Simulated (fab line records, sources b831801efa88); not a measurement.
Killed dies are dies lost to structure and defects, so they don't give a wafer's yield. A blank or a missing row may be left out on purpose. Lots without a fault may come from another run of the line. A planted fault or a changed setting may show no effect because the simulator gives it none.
Problem report in the 8D (eight disciplines) form, filled by code | flow sky130 | the parts of the form that need people (team, actions taken, sign-off) are left out

1. THE PROBLEM
LDD_HVN_TW at SKY_LDD_HVN_TW_MEAS_10 reads a mean of 1224 on 6 wafers of 2 lots; wafers without a fault read 1430 with a standard deviation of 22. That is -9.4 standard deviations from the usual mean.
First seen on wafer L589.1, day 25 11:04, on film_metro-04. The record holds 36 wafers of 12 lots with a number at this step. Rule for "out", or "out of limits": more than 4 standard deviations from the usual mean. The other wafers with a number count as sound.

2. WHAT IT IS AND WHAT IT IS NOT
question                    | is                           | is not
which readings at this step | LDD_HVN_TW                   | -
which lots                  | L589, L595                   | L577, L578, L579, L583, L584, L585, L586, L594, L598, L599
which wafers of those lots  | all that have a number       | -
read on which gauges        | film_metro-02, film_metro-04 | film_metro-01
when                        | from day 25 11:04            | up to then (21 sound wafers); but 9 sound wafers of L594, L598, L599 came after

3. SUSPECTS, AND WHAT RULES EACH OUT
Counting: a tool at a process step up to the reading stays a suspect if it ran every lot that is out and no sound lot after the first of them.
- the gauge at SKY_LDD_HVN_TW_MEAS_10: ruled out. The wafers that are out were read on 2 gauges (film_metro-02, film_metro-04).
- implanter-01 at SKY_LDD_HVN_IMPLANT_08: kept. It ran every lot that is out, first L589 (day 25 10:49), and no sound lot after that; its last sound lot up to then is L586 (day 24 01:18). Its own readings are out on those wafers: dose_ions_cm2, faraday_current_uA.
Left after counting: implanter-01 at SKY_LDD_HVN_IMPLANT_08.

4. THE CAUSE (what the simulator had put in)
Process parameter drift: implanter-01, from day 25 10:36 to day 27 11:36, at SKY_LDD_HVN_IMPLANT_08. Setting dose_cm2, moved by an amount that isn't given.
Counting left only this tool.

5. THE CHAIN OF EFFECTS, in route order
Each row: a reading whose mean over the struck wafers that have a number lies more than 3 standard deviations from the usual. Only readings for which the record gives a usual standard deviation are gone through. hours: the time from each lot's start at the first step in this table that gives one to its start at this step, as a median over the lots. sigmas: the change in usual standard deviations.
hours | step                   | reading            | usual | on struck wafers | change | sigmas
0     | SKY_LDD_HVN_IMPLANT_08 | dose_ions_cm2      | 3e+13 | 2e+13            | -1e+13 | -99 or more
0     | SKY_LDD_HVN_IMPLANT_08 | faraday_current_uA | 170   | 107              | -63    | -19
0     | SKY_LDD_HVN_TW_MEAS_10 | LDD_HVN_TW         | 1430  | 1224             | -206   | -9.4
The process steps in it:
- SKY_LDD_HVN_IMPLANT_08
Later measuring or inspecting steps at which every struck wafer that the step has a row for has a number for every such reading, and none has moved that far: SKY_SPACER_THK_MEAS_01.

6. WHAT WOULD HAVE CAUGHT IT SOONER
In this record the first reading out of limits at a measuring or inspecting step was taken at day 25 11:04, 0 hours after the fault began at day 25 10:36.
The tool's own readings at SKY_LDD_HVN_IMPLANT_08 were out on every struck wafer that the step has a row for (dose_ions_cm2, faraday_current_uA): an alarm limit on them would have fired on the first of those.
Of the lots that are out (2), L595 began SKY_LDD_HVN_IMPLANT_08 on implanter-01 after day 25 11:04. A hold on the tool at that time would have spared it.
